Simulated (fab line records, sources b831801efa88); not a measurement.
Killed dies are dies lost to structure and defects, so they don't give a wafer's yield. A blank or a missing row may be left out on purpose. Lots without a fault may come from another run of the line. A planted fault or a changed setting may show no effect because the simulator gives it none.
Split-lot experiment | flow gf180mcu | 5 lots, 23 wafers read, on a route of 602 steps

THE SPLIT
At GF_V5_CMP_04 (polishes SiO2), the setting leave_above_ref_nm was moved away from the recipe's 855 nm on 4 of the 23 wafers read, by -2.1% to +6.2%. The other wafers ran this setting at the recipe's value.

FROM THE SPLIT TO THE READING: what the file shows between them, 4 steps
- GF_V5_SOFTBAKE_10: time 60 s (also split here: time_s)
- GF_V5_EXPOSE_11: exposes mask Via5, target cd 260 nm
- GF_V5_PEB_12: peb time 90 s
- GF_V5_ETCH_16: etches BARC in N2/H2

THE READING
V5.feature_depth_nm (the simulator's own value, which no gauge read), in nm, at GF_V5_ETCH_17 (etches SiO2 in C4F8/O2/Ar, stops on TiN, target depth 855 nm). The file gives no usual value for it. The 19 wafers here that ran the recipe average 854.3 nm, standard deviation 0.86 nm.

wafer  | tool, chamber at the split | leave_above_ref_nm as run, nm | against the recipe | V5.feature_depth_nm, nm | against lot-mates on the recipe
L076.2 | cmp-01, 0                  | 855                           | recipe             | 853.8                   | -
L076.3 | cmp-01, 3                  | 855                           | recipe             | 855.6                   | -
L076.4 | cmp-01, 2                  | 855                           | recipe             | 855                     | -
L077.1 | cmp-01, 3                  | 855                           | recipe             | 853.5                   | -
L077.2 | cmp-01, 1                  | 855                           | recipe             | 853.3                   | -
L077.3 | cmp-01, 2                  | 855                           | recipe             | 854.3                   | -
L077.4 | cmp-01, 0                  | 855                           | recipe             | 854.4                   | -
L077.5 | cmp-01, 2                  | 855                           | recipe             | 854.2                   | -
L080.1 | cmp-02, 0                  | 855                           | recipe             | 854                     | -
L080.2 | cmp-02, 2                  | 855                           | recipe             | 852.6                   | -
L080.3 | cmp-02, 1                  | 908.1                         | +6.2%              | 908.4                   | +54.9
L080.4 | cmp-02, 3                  | 855                           | recipe             | 853.9                   | -
L080.6 | cmp-02, 1                  | 908.1                         | +6.2%              | 909.6                   | +56.1
L082.1 | cmp-02, 2                  | 855                           | recipe             | 853.4                   | -
L082.2 | cmp-02, 3                  | 855                           | recipe             | 854.3                   | -
L082.3 | cmp-02, 1                  | 855                           | recipe             | 855.9                   | -
L082.4 | cmp-02, 0                  | 855                           | recipe             | 855.2                   | -
L082.6 | cmp-02, 2                  | 855                           | recipe             | 853.2                   | -
L083.2 | cmp-01, 1                  | 855                           | recipe             | 854.1                   | -
L083.3 | cmp-01, 2                  | 855                           | recipe             | 855.4                   | -
L083.4 | cmp-01, 3                  | 836.9                         | -2.1%              | 837.3                   | -17.5
L083.5 | cmp-01, 1                  | 855                           | recipe             | 854.8                   | -
L083.6 | cmp-01, 0                  | 836.9                         | -2.1%              | 837.4                   | -17.4

THE FIT
A straight line over all 23 wafers: V5.feature_depth_nm changes by +8.71 nm for each +1% of leave_above_ref_nm; r = +1.00; the points scatter about the line by 0.96 nm.
The same after taking each lot's own level away (the mean of its wafers on the recipe; 23 wafers): +8.85 nm for each +1%; r = +1.00; scatter 0.82 nm.
On that fit, the largest move of leave_above_ref_nm shifts the reading by 55 nm.
The lots' own levels span 853.50 to 854.80 nm, that is 1.5 times the standard deviation above.
So the lot-to-lot level changes the slope little: the two slopes agree.
Check: with one of the wafers moved furthest among these (+6.2%) left out of the fit, the line predicts +55.3 nm for it against its lot-mates. It came out at +54.9 nm against them.

OTHER SPLITS ON THESE WAFERS
These wafers also went through other splits before the reading. Each is held against what the fit with the lots' levels taken away leaves over:
other split on the same wafers | wafers away from the commonest value | r with V5.feature_depth_nm (lot level and that fit taken away)
GF_V4_ETCH_17 bias_w           | 6                                    | +0.04
GF_V4_CVD_23 pressure_torr     | 10                                   | -0.08
GF_MIM_SPUTTER_09 power_w      | 9                                    | -0.06
GF_MIM_EXPOSE_16 dose_mj       | 9                                    | -0.22
GF_V5_SOFTBAKE_10 time_s       | 7                                    | +0.15

THE WHOLE CHAIN: every reading that the file lists as answering this split, in the file's order
step          | what it does                                                 | reading                                                                   | change (the file's fit)              | r (the file's)
GF_V5_CMP_04  | polishes SiO2                                                | SiO2_of_V5_CVD_02.thk_nm (the simulator's own value, which no gauge read) | +8.86 nm for each +1% of the setting | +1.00
GF_V5_ETCH_17 | etches SiO2 in C4F8/O2/Ar, stops on TiN, target depth 855 nm | etch.depth_nm (the simulator's own value, which no gauge read)            | +9.01 nm for each +1% of the setting | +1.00
GF_V5_ETCH_17 | etches SiO2 in C4F8/O2/Ar, stops on TiN, target depth 855 nm | V5.feature_depth_nm (the simulator's own value, which no gauge read)      | +8.86 nm for each +1% of the setting | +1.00

THE FILE'S OWN FIT
V5.feature_depth_nm changes by +8.86 nm for each +1% of leave_above_ref_nm, r = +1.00.
